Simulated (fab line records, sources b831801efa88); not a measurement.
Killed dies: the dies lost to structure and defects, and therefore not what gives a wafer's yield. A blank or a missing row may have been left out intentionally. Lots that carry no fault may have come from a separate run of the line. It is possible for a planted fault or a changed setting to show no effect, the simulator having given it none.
The tool behind it: which one? :: flow gf180mcu :: 14 lots with 42 wafers sampled at 4 steps, on a route of 602 steps

== WHAT EACH GAUGE READ, for each wafer ==
The record lacks any reading of a measuring or inspecting step that a usual standard deviation could be used to judge.

== TOOL THAT RAN EACH LOT (tool first, then ch and the chambers of the sampled wafers, then the start) ==
lot: L338
GF_M2_METAL_ETCH_16: rie_metal-03 ch 0,1, day 18 21:07
GF_V2_CMP_04: cmp-02 ch 0,2,3, day 18 22:02
GF_V2_STRIP_18: plasma_asher-01 ch 0,1, day 19 23:54
GF_V2_CMP_26: cmp-02 ch 2,3, day 20 00:50

lot: L340
GF_M2_METAL_ETCH_16: rie_metal-01 ch 1, day 19 21:25
GF_V2_CMP_04: cmp-02 ch 1,2,3, day 19 22:33
GF_V2_STRIP_18: plasma_asher-01 ch 0,1, day 20 23:37
GF_V2_CMP_26: cmp-02 ch 0,1, day 21 00:40

lot: L342
GF_M2_METAL_ETCH_16: rie_metal-01 ch 0,1, day 20 23:34
GF_V2_CMP_04: cmp-01 ch 0,2,3, day 21 00:29
GF_V2_STRIP_18: plasma_asher-04 ch 0,1, day 22 00:51
GF_V2_CMP_26: cmp-01 ch 0,2,3, day 22 01:49

lot: L344
GF_M2_METAL_ETCH_16: rie_metal-01 ch 0,1, day 21 23:01
GF_V2_CMP_04: cmp-01 ch 0,1,2, day 22 00:02
GF_V2_STRIP_18: plasma_asher-01 ch 0,1, day 22 23:47
GF_V2_CMP_26: cmp-01 ch 2,3, day 23 00:50

lot: L345
GF_M2_METAL_ETCH_16: rie_metal-02 ch 0,1, day 22 02:14
GF_V2_CMP_04: cmp-01 ch 0,2, day 22 03:13
GF_V2_STRIP_18: plasma_asher-01 ch 0,1, day 23 02:56
GF_V2_CMP_26: cmp-02 ch 0,2,3, day 23 04:00

lot: L350
GF_M2_METAL_ETCH_16: rie_metal-01 ch 0,1, day 23 16:13
GF_V2_CMP_04: cmp-02 ch 0,1,2, day 23 17:11
GF_V2_STRIP_18: plasma_asher-01 ch 0,1, day 24 15:56
GF_V2_CMP_26: cmp-01 ch 1,2,3, day 24 16:49

lot: L351
GF_M2_METAL_ETCH_16: rie_metal-01 ch 0,1, day 23 22:55
GF_V2_CMP_04: cmp-02 ch 0,1,3, day 23 23:52
GF_V2_STRIP_18: plasma_asher-04 ch 0,1, day 24 22:59
GF_V2_CMP_26: cmp-02 ch 0,2,3, day 25 00:03

lot: L352
GF_M2_METAL_ETCH_16: rie_metal-03 ch 0, day 24 05:27
GF_V2_CMP_04: cmp-02 ch 2,3, day 24 06:24
GF_V2_STRIP_18: plasma_asher-01 ch 0,1, day 25 05:00
GF_V2_CMP_26: cmp-01 ch 0,1, day 25 06:19

lot: L354
GF_M2_METAL_ETCH_16: rie_metal-01 ch 0,1, day 24 23:07
GF_V2_CMP_04: cmp-01 ch 1,2, day 25 00:11
GF_V2_STRIP_18: plasma_asher-01 ch 0,1, day 25 22:41
GF_V2_CMP_26: cmp-02 ch 1,2, day 25 23:38

lot: L355
GF_M2_METAL_ETCH_16: rie_metal-02 ch 0,1, day 25 04:21
GF_V2_CMP_04: cmp-01 ch 1,3, day 25 05:31
GF_V2_STRIP_18: plasma_asher-01 ch 0,1, day 26 03:00
GF_V2_CMP_26: cmp-02 ch 0,2, day 26 03:57

lot: L356
GF_M2_METAL_ETCH_16: rie_metal-03 ch 0,1, day 25 10:19
GF_V2_CMP_04: cmp-01 ch 1,2, day 25 11:24
GF_V2_STRIP_18: plasma_asher-01 ch 0,1, day 26 09:24
GF_V2_CMP_26: cmp-02 ch 2,3, day 26 10:27

lot: L357
GF_M2_METAL_ETCH_16: rie_metal-03 ch 0,1, day 25 19:40
GF_V2_CMP_04: cmp-01 ch 1,2,3, day 25 21:39
GF_V2_STRIP_18: plasma_asher-02 ch 0,1, day 26 18:37
GF_V2_CMP_26: cmp-01 ch 0,1,3, day 26 19:38

lot: L359
GF_M2_METAL_ETCH_16: rie_metal-02 ch 1, day 26 11:04
GF_V2_CMP_04: cmp-01 ch 0,2,3, day 26 12:00
GF_V2_STRIP_18: plasma_asher-04 ch 0, day 27 09:28
GF_V2_CMP_26: cmp-01 ch 0,1,3, day 27 10:50

lot: L361
GF_M2_METAL_ETCH_16: rie_metal-02 ch 0,1, day 27 04:46
GF_V2_CMP_04: cmp-02 ch 0,1,3, day 27 05:49
GF_V2_STRIP_18: plasma_asher-01 ch 0,1, day 28 01:46
GF_V2_CMP_26: cmp-02 ch 1,2,3, day 28 02:52
- GF_M2_METAL_ETCH_16: etches the open film in Cl2/BCl3, stops on SiO2, target depth 627.5 nm, time 104.6 s.
- GF_V2_CMP_04: polishes SiO2.
- GF_V2_STRIP_18: strips in O2/N2.
- GF_V2_CMP_26: polishes, stops on SiO2, t overpolish 15 s, target thk 0 nm.

== WHAT THE TOOLS THEMSELVES READ (means of the sampled wafers that have a number; where no wafer has one, the mark that the record gives instead) ==
GF_M2_METAL_ETCH_16. Usual: drypump_motor_current_A 6.0 A, standard deviation 0.32; oes_product_au 0.970 a.u., standard deviation 0.0057; throttle_valve_pct 28.252 %, standard deviation 0.0091.
lot: L338
tool: rie_metal-03
drypump_motor_current_A (A): 6.1
oes_product_au (a.u.): 0.971
throttle_valve_pct (%): 28.248
flag: 

lot: L340
tool: rie_metal-01
drypump_motor_current_A (A): 6.0
oes_product_au (a.u.): 0.965
throttle_valve_pct (%): 28.252
flag: 

lot: L342
tool: rie_metal-01
drypump_motor_current_A (A): 5.9
oes_product_au (a.u.): 0.967
throttle_valve_pct (%): 28.246
flag: 

lot: L344
tool: rie_metal-01
drypump_motor_current_A (A): 5.8
oes_product_au (a.u.): 0.968
throttle_valve_pct (%): 28.259
flag: 

lot: L345
tool: rie_metal-02
drypump_motor_current_A (A): 6.2
oes_product_au (a.u.): 0.966
throttle_valve_pct (%): 28.248
flag: 

lot: L350
tool: rie_metal-01
drypump_motor_current_A (A): 5.9
oes_product_au (a.u.): 0.974
throttle_valve_pct (%): 28.246
flag: 

lot: L351
tool: rie_metal-01
drypump_motor_current_A (A): 5.8
oes_product_au (a.u.): 0.972
throttle_valve_pct (%): 28.242
flag: 

lot: L352
tool: rie_metal-03
drypump_motor_current_A (A): 6.4
oes_product_au (a.u.): 0.971
throttle_valve_pct (%): 28.246
flag: 

lot: L354
tool: rie_metal-01
drypump_motor_current_A (A): 5.9
oes_product_au (a.u.): 0.970
throttle_valve_pct (%): 28.251
flag: 

lot: L355
tool: rie_metal-02
drypump_motor_current_A (A): 6.2
oes_product_au (a.u.): 0.973
throttle_valve_pct (%): 28.256
flag: 

lot: L356
tool: rie_metal-03
drypump_motor_current_A (A): 5.8
oes_product_au (a.u.): 0.963
throttle_valve_pct (%): 28.264
flag: 

lot: L357
tool: rie_metal-03
drypump_motor_current_A (A): 5.8
oes_product_au (a.u.): 0.970
throttle_valve_pct (%): 28.251
flag: 

lot: L359
tool: rie_metal-02
drypump_motor_current_A (A): 6.1
oes_product_au (a.u.): 0.974
throttle_valve_pct (%): 28.254
flag: 

lot: L361
tool: rie_metal-02
drypump_motor_current_A (A): 6.3
oes_product_au (a.u.): 0.976
throttle_valve_pct (%): 28.257
flag: 

GF_V2_CMP_04. Usual: motor_current_A 11.6 A, standard deviation 1.2; retaining_ring_pressure_frac 1.000, standard deviation 0.0055; time_to_endpoint_s 83 s, standard deviation 5.6.
lot: L338
tool: cmp-02
motor_current_A (A): 11.9
retaining_ring_pressure_frac: 0.999
time_to_endpoint_s (s): 78
flag: 

lot: L340
tool: cmp-02
motor_current_A (A): 11.7
retaining_ring_pressure_frac: 0.999
time_to_endpoint_s (s): 82
flag: 

lot: L342
tool: cmp-01
motor_current_A (A): 11.6
retaining_ring_pressure_frac: 1.002
time_to_endpoint_s (s): 82
flag: 

lot: L344
tool: cmp-01
motor_current_A (A): 11.6
retaining_ring_pressure_frac: 1.002
time_to_endpoint_s (s): 88
flag: 

lot: L345
tool: cmp-01
motor_current_A (A): 11.4
retaining_ring_pressure_frac: 0.994
time_to_endpoint_s (s): 85
flag: 

lot: L350
tool: cmp-02
motor_current_A (A): 11.6
retaining_ring_pressure_frac: 0.995
time_to_endpoint_s (s): 83
flag: 

lot: L351
tool: cmp-02
motor_current_A (A): 12.5
retaining_ring_pressure_frac: 0.997
time_to_endpoint_s (s): 80
flag: 

lot: L352
tool: cmp-02
motor_current_A (A): 11.9
retaining_ring_pressure_frac: 1.000
time_to_endpoint_s (s): 78
flag: 

lot: L354
tool: cmp-01
motor_current_A (A): 11.8
retaining_ring_pressure_frac: 1.008
time_to_endpoint_s (s): 81
flag: 

lot: L355
tool: cmp-01
motor_current_A (A): 10.0
retaining_ring_pressure_frac: 1.002
time_to_endpoint_s (s): 87
flag: 

lot: L356
tool: cmp-01
motor_current_A (A): 12.2
retaining_ring_pressure_frac: 1.006
time_to_endpoint_s (s): 89
flag: 

lot: L357
tool: cmp-01
motor_current_A (A): 11.1
retaining_ring_pressure_frac: 0.999
time_to_endpoint_s (s): 82
flag: 

lot: L359
tool: cmp-01
motor_current_A (A): 11.7
retaining_ring_pressure_frac: 0.998
time_to_endpoint_s (s): 78
flag: 

lot: L361
tool: cmp-02
motor_current_A (A): 12.4
retaining_ring_pressure_frac: 1.001
time_to_endpoint_s (s): 85
flag: 

GF_V2_STRIP_18. Usual: chamber_pressure_mTorr 1500.1 mTorr, standard deviation 1.4; drypump_motor_current_A 5.7 A, standard deviation 0.37; heater_power_w 298 W, standard deviation 45; oes_product_au 0.593 a.u., standard deviation 0.0051.
lot: L338
tool: plasma_asher-01
chamber_pressure_mTorr (mTorr): 1499.2
drypump_motor_current_A (A): 5.8
heater_power_w (W): 287
oes_product_au (a.u.): 0.590
flag: 

lot: L340
tool: plasma_asher-01
chamber_pressure_mTorr (mTorr): 1499.5
drypump_motor_current_A (A): 5.7
heater_power_w (W): 318
oes_product_au (a.u.): 0.589
flag: 

lot: L342
tool: plasma_asher-04
chamber_pressure_mTorr (mTorr): 1499.5
drypump_motor_current_A (A): 5.6
heater_power_w (W): 271
oes_product_au (a.u.): 0.594
flag: 

lot: L344
tool: plasma_asher-01
chamber_pressure_mTorr (mTorr): 1499.7
drypump_motor_current_A (A): 5.8
heater_power_w (W): 283
oes_product_au (a.u.): 0.594
flag: 

lot: L345
tool: plasma_asher-01
chamber_pressure_mTorr (mTorr): 1499.7
drypump_motor_current_A (A): 5.7
heater_power_w (W): 289
oes_product_au (a.u.): 0.596
flag: 

lot: L350
tool: plasma_asher-01
chamber_pressure_mTorr (mTorr): -
drypump_motor_current_A (A): -
heater_power_w (W): -
oes_product_au (a.u.): -
flag: OFF

lot: L351
tool: plasma_asher-04
chamber_pressure_mTorr (mTorr): -
drypump_motor_current_A (A): -
heater_power_w (W): -
oes_product_au (a.u.): -
flag: OFF

lot: L352
tool: plasma_asher-01
chamber_pressure_mTorr (mTorr): 1498.5
drypump_motor_current_A (A): 5.8
heater_power_w (W): 283
oes_product_au (a.u.): 0.594
flag: 

lot: L354
tool: plasma_asher-01
chamber_pressure_mTorr (mTorr): 1501.2
drypump_motor_current_A (A): 5.7
heater_power_w (W): 318
oes_product_au (a.u.): 0.590
flag: 

lot: L355
tool: plasma_asher-01
chamber_pressure_mTorr (mTorr): 1501.2
drypump_motor_current_A (A): 5.7
heater_power_w (W): 321
oes_product_au (a.u.): 0.595
flag: 

lot: L356
tool: plasma_asher-01
chamber_pressure_mTorr (mTorr): 1499.5
drypump_motor_current_A (A): 5.8
heater_power_w (W): 287
oes_product_au (a.u.): 0.597
flag: 

lot: L357
tool: plasma_asher-02
chamber_pressure_mTorr (mTorr): 1500.2
drypump_motor_current_A (A): 6.1
heater_power_w (W): 293
oes_product_au (a.u.): 0.590
flag: 

lot: L359
tool: plasma_asher-04
chamber_pressure_mTorr (mTorr): 1501.4
drypump_motor_current_A (A): 6.0
heater_power_w (W): 268
oes_product_au (a.u.): 0.593
flag: 

lot: L361
tool: plasma_asher-01
chamber_pressure_mTorr (mTorr): 1500.0
drypump_motor_current_A (A): 5.7
heater_power_w (W): 321
oes_product_au (a.u.): 0.591
flag: 

GF_V2_CMP_26. Usual: motor_current_A 10.7 A, standard deviation 1.2; overpolish_run_s 15.002 s, standard deviation 0.0088; retaining_ring_pressure_frac 0.999, standard deviation 0.0051; time_to_endpoint_s 85 s, standard deviation 3.9.
lot: L338
tool: cmp-02
motor_current_A (A): 10.7
overpolish_run_s (s): 15.006
retaining_ring_pressure_frac: 0.997
time_to_endpoint_s (s): 83
flag: 

lot: L340
tool: cmp-02
motor_current_A (A): 11.3
overpolish_run_s (s): 15.000
retaining_ring_pressure_frac: 1.001
time_to_endpoint_s (s): 88
flag: 

lot: L342
tool: cmp-01
motor_current_A (A): 10.7
overpolish_run_s (s): 15.001
retaining_ring_pressure_frac: 1.000
time_to_endpoint_s (s): 84
flag: 

lot: L344
tool: cmp-01
motor_current_A (A): 10.4
overpolish_run_s (s): 14.991
retaining_ring_pressure_frac: 0.997
time_to_endpoint_s (s): 80
flag: 

lot: L345
tool: cmp-02
motor_current_A (A): 11.6
overpolish_run_s (s): 15.007
retaining_ring_pressure_frac: 1.003
time_to_endpoint_s (s): 84
flag: 

lot: L350
tool: cmp-01
motor_current_A (A): 10.5
overpolish_run_s (s): 15.010
retaining_ring_pressure_frac: 0.999
time_to_endpoint_s (s): 87
flag: 

lot: L351
tool: cmp-02
motor_current_A (A): 11.4
overpolish_run_s (s): 15.001
retaining_ring_pressure_frac: 1.000
time_to_endpoint_s (s): 84
flag: 

lot: L352
tool: cmp-01
motor_current_A (A): 9.6
overpolish_run_s (s): 15.000
retaining_ring_pressure_frac: 0.995
time_to_endpoint_s (s): 91
flag: 

lot: L354
tool: cmp-02
motor_current_A (A): 10.5
overpolish_run_s (s): 15.005
retaining_ring_pressure_frac: 1.006
time_to_endpoint_s (s): 87
flag: 

lot: L355
tool: cmp-02
motor_current_A (A): 11.6
overpolish_run_s (s): 15.005
retaining_ring_pressure_frac: 0.996
time_to_endpoint_s (s): 83
flag: 

lot: L356
tool: cmp-02
motor_current_A (A): 10.5
overpolish_run_s (s): 14.996
retaining_ring_pressure_frac: 1.002
time_to_endpoint_s (s): 82
flag: 

lot: L357
tool: cmp-01
motor_current_A (A): 9.6
overpolish_run_s (s): 15.003
retaining_ring_pressure_frac: 1.003
time_to_endpoint_s (s): 83
flag: 

lot: L359
tool: cmp-01
motor_current_A (A): 9.6
overpolish_run_s (s): 14.995
retaining_ring_pressure_frac: 0.998
time_to_endpoint_s (s): 84
flag: 

lot: L361
tool: cmp-02
motor_current_A (A): 10.4
overpolish_run_s (s): 14.996
retaining_ring_pressure_frac: 0.998
time_to_endpoint_s (s): 86
flag: 

== THE ANSWER, worked out from the rows above alone ==
Rule: lot off if the mean of its wafers having a number is beyond 3 standard deviations from the usual mean. Also off: a lot with no number at a reading for which 4 or more lots have one. Where the step has rows for the other lots, those lots are counted as sound. Order of review: gauges by route order, followed by the tools' own readings, for which a lot's mean as printed above is used. At the first step where some lot is off, the reading lying furthest off is the one used; lots without a number count as furthest.
Off: L350, L351 (GF_V2_STRIP_18, chamber_pressure_mTorr). Without a number there: L350, L351.
If a tool, at that step or one of the process steps before it, ran each lot that is off and ran no sound lot following the first of them, it fits. No candidate that was tried fits.

== WHAT THE SIMULATOR PUT IN ==
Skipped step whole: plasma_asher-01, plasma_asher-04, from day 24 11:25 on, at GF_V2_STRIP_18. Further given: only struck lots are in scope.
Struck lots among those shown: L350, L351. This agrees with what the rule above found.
